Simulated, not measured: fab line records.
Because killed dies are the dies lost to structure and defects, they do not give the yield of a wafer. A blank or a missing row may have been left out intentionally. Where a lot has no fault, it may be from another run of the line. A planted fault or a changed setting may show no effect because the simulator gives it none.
Which of the tools did it? -- flow sky130 -- 11 lots, 33 wafers sampled, at 6 steps of a route of 708

WHAT THE GAUGES SHOWED, per wafer
SKY_SONOS_ONO_CD_MEAS_13: target cd 410 nm. Usual: cdNm 410.7 nm, standard deviation 2.3.
lot,measured,on,cdNm (nm),flag
L653,day 13 03:52,cdSem-01,414.7 414.6 411.8,
L658,day 15 03:46,cdSem-01,410.0 410.9 411.0,
L662,day 16 19:59,cdSem-01,407.3 406.9 406.8,
L663,day 17 07:18,cdSem-02,410.8 412.8 413.2,
L666,day 17 20:31,cdSem-01,408.0 408.0 407.7,
L667,day 18 03:43,cdSem-02,406.8 409.3 408.4,
L668,day 18 21:13,cdSem-02,412.2 410.9 412.6,
L669,day 19 03:53,cdSem-01,413.6 412.9 412.3,
L671,day 19 16:44,cdSem-02,413.3 413.7 412.9,
L672,day 20 00:42,cdSem-02,411.3 409.5 410.7,
L674,day 20 19:02,cdSem-01,409.3 410.2 411.7,

SKY_GATE_OXIDE_THK_MEAS_02. Usual: for GATE_OXIDE_OXIDATION_00_THK the level is 10.32 nm and the standard deviation is 0.17.
lot,measured,on,GATE_OXIDE_OXIDATION_00_THK (nm),flag
L653,day 13 05:50,filmMetro-02,10.22 10.22 10.28,
L658,day 15 06:41,filmMetro-01,10.67 10.51 10.54,
L662,day 16 23:29,filmMetro-01,10.16 10.10 10.03,
L663,day 17 11:31,filmMetro-02,10.61 10.46 10.52,
L666,day 17 23:19,filmMetro-02,10.48 10.38 10.35,
L667,day 18 05:36,filmMetro-01,10.33 10.24 10.29,
L668,day 18 23:06,filmMetro-04,10.49 10.40 10.55,
L669,day 19 05:46,filmMetro-02,10.09 10.19 10.20,
L671,day 19 18:45,filmMetro-02,10.03 10.07 10.23,
L672,day 20 02:34,filmMetro-02,10.38 10.33 10.47,
L674,day 20 20:56,filmMetro-04,10.50 10.24 10.24,

SKY_POLY_GATE_THK_MEAS_04. Usual: for POLY_GATE_CVD_03_THK the level is 75.0 nm and the standard deviation is 0.76.
lot,measured,on,POLY_GATE_CVD_03_THK (nm),flag
L653,day 15 19:06,filmMetro-01,75.3 74.4 75.1,
L658,day 17 22:56,filmMetro-03,74.6 74.5 74.0,
L662,day 19 16:23,filmMetro-03,76.0 76.1 75.9,
L663,day 20 05:49,filmMetro-01,75.6 75.9 75.8,
L666,day 20 20:20,filmMetro-01,75.4 75.5 75.9,
L667,day 20 23:59,filmMetro-04,76.1 76.4 76.6,
L668,day 21 18:41,filmMetro-01,75.2 75.5 75.7,
L669,day 22 03:44,filmMetro-03,75.7 75.6 75.8,
L671,day 22 14:05,filmMetro-04,75.5 75.3 75.0,
L672,day 22 22:32,filmMetro-01,74.5 74.3 74.5,
L674,day 23 16:35,filmMetro-04,75.3 75.1 75.3,

SKY_LDD_N_TW_MEAS_17. Usual: for LDD_N_TW the level is 2559 and the standard deviation is 17.
lot,measured,on,LDD_N_TW,flag
L653,day 18 13:12,filmMetro-01,2535 2538 2524,
L658,day 20 16:43,filmMetro-01,2552 2554 2544,
L662,day 22 10:28,filmMetro-03,2646 2654 2656,OFF
L663,day 22 23:13,filmMetro-01,2648 2674 2652,OFF
L666,day 23 13:13,filmMetro-02,2567 2577 2572,
L667,day 23 17:34,filmMetro-01,2544 2544 2535,
L668,day 24 09:14,filmMetro-02,2576 2569 2582,
L669,day 24 18:13,filmMetro-03,2533 2542 2537,
L671,day 25 00:58,filmMetro-01,2525 2552 2533,
L672,day 25 11:20,filmMetro-01,2545 2534 2539,
L674,day 26 04:40,filmMetro-02,2587 2580 2576,

WHAT TOOL EACH LOT RAN ON (gives the tool, then ch and the chambers of the sampled wafers, and finally the start)
lot,SKY_LDD_N_IMPLANT_08,SKY_LDD_N_STRIP_16
L653,"implanter-01 ch 0, day 18 08:04","plasmaAsher-01 ch 0,1, day 18 13:06"
L658,"implanter-01 ch 0, day 20 15:25","plasmaAsher-02 ch 0,1, day 20 16:37"
L662,"implanter-04 ch 0, day 22 09:10","plasmaAsher-02 ch 0,1, day 22 10:22"
L663,"implanter-04 ch 0, day 22 21:56","plasmaAsher-02 ch 0,1, day 22 23:07"
L666,"implanter-03 ch 0, day 23 11:55","plasmaAsher-04 ch 0,1, day 23 13:07"
L667,"implanter-03 ch 0, day 23 16:16","plasmaAsher-02 ch 0,1, day 23 17:28"
L668,"implanter-01 ch 0, day 24 07:58","plasmaAsher-02 ch 0,1, day 24 09:09"
L669,"implanter-01 ch 0, day 24 16:55","plasmaAsher-01 ch 1, day 24 18:07"
L671,"implanter-03 ch 0, day 24 23:40","plasmaAsher-01 ch 0,1, day 25 00:52"
L672,"implanter-04 ch 0, day 25 10:02","plasmaAsher-04 ch 0,1, day 25 11:13"
L674,"implanter-01 ch 0, day 26 03:22","plasmaAsher-02 ch 0,1, day 26 04:34"
- SKY_LDD_N_IMPLANT_08
- SKY_LDD_N_STRIP_16: strips in O2/N2.

AS READ BY THE TOOLS THEMSELVES (means over the sampled wafers that have a number; for cases with no such wafer, the mark the record gives instead)
SKY_LDD_N_IMPLANT_08. Usual: beamOnS 10.00 s, standard deviation 0.19; doseIonsCm2 7.501e+13, standard deviation 7.3e+10; faradayCurrentUA 423, standard deviation 7.8.
lot,tool,beamOnS (s),doseIonsCm2,faradayCurrentUA,flag
L653,implanter-01,10.16,7.495e+13,417,
L658,implanter-01,9.96,7.492e+13,423,
L662,implanter-04,17.51,1.469e+14,473,OFF
L663,implanter-04,17.05,1.470e+14,485,OFF
L666,implanter-03,10.18,7.508e+13,417,
L667,implanter-03,10.01,7.507e+13,421,
L668,implanter-01,9.91,7.506e+13,426,
L669,implanter-01,9.95,7.504e+13,425,
L671,implanter-03,10.05,7.508e+13,423,
L672,implanter-04,10.01,7.495e+13,423,
L674,implanter-01,9.95,7.497e+13,424,

SKY_LDD_N_STRIP_16. Usual: drypumpMotorCurrentA 5.8 A, standard deviation 0.55; oesProductAu 0.407 a.u., standard deviation 0.0048; stripTimeToEndpointS 4.321 s, standard deviation 0.014.
lot,tool,drypumpMotorCurrentA (A),oesProductAu (a.u.),stripTimeToEndpointS (s),flag
L653,plasmaAsher-01,5.3,0.403,4.323,
L658,plasmaAsher-02,6.1,0.409,4.320,
L662,plasmaAsher-02,6.0,0.408,4.521,OFF
L663,plasmaAsher-02,6.0,0.406,4.517,OFF
L666,plasmaAsher-04,6.3,0.402,4.329,
L667,plasmaAsher-02,6.0,0.399,4.317,
L668,plasmaAsher-02,6.0,0.406,4.323,
L669,plasmaAsher-01,5.5,0.406,4.297,
L671,plasmaAsher-01,5.4,0.407,4.305,
L672,plasmaAsher-04,5.8,0.405,4.300,
L674,plasmaAsher-02,6.0,0.411,4.342,

THE ANSWER, worked out from the rows above alone
Rule: a lot is off if the mean of its wafers that have a number lies more than 3 standard deviations from the usual mean. Also off: a lot with no number at a reading for which 4 or more lots have one. All remaining lots with rows at the step are treated as sound. First the gauges in route order, then the tools' own readings, where a lot's mean is used as printed above. At the first step where some lot is off, the reading lying furthest off is the one used; lots without a number count as furthest.
Off: L662, L663, at SKY_LDD_N_TW_MEAS_17 (LDD_N_TW).
A tool fits if, at a process step before that reading, it ran every lot that is off, and no sound lot after the first of them. The gauges at SKY_LDD_N_TW_MEAS_17 aren't tried: what is off there is off at SKY_LDD_N_IMPLANT_08 too, on other tools, and a gauge's error can't cause that. Not one of the candidates tried fits.

WHAT THE SIMULATOR HAD PUT IN
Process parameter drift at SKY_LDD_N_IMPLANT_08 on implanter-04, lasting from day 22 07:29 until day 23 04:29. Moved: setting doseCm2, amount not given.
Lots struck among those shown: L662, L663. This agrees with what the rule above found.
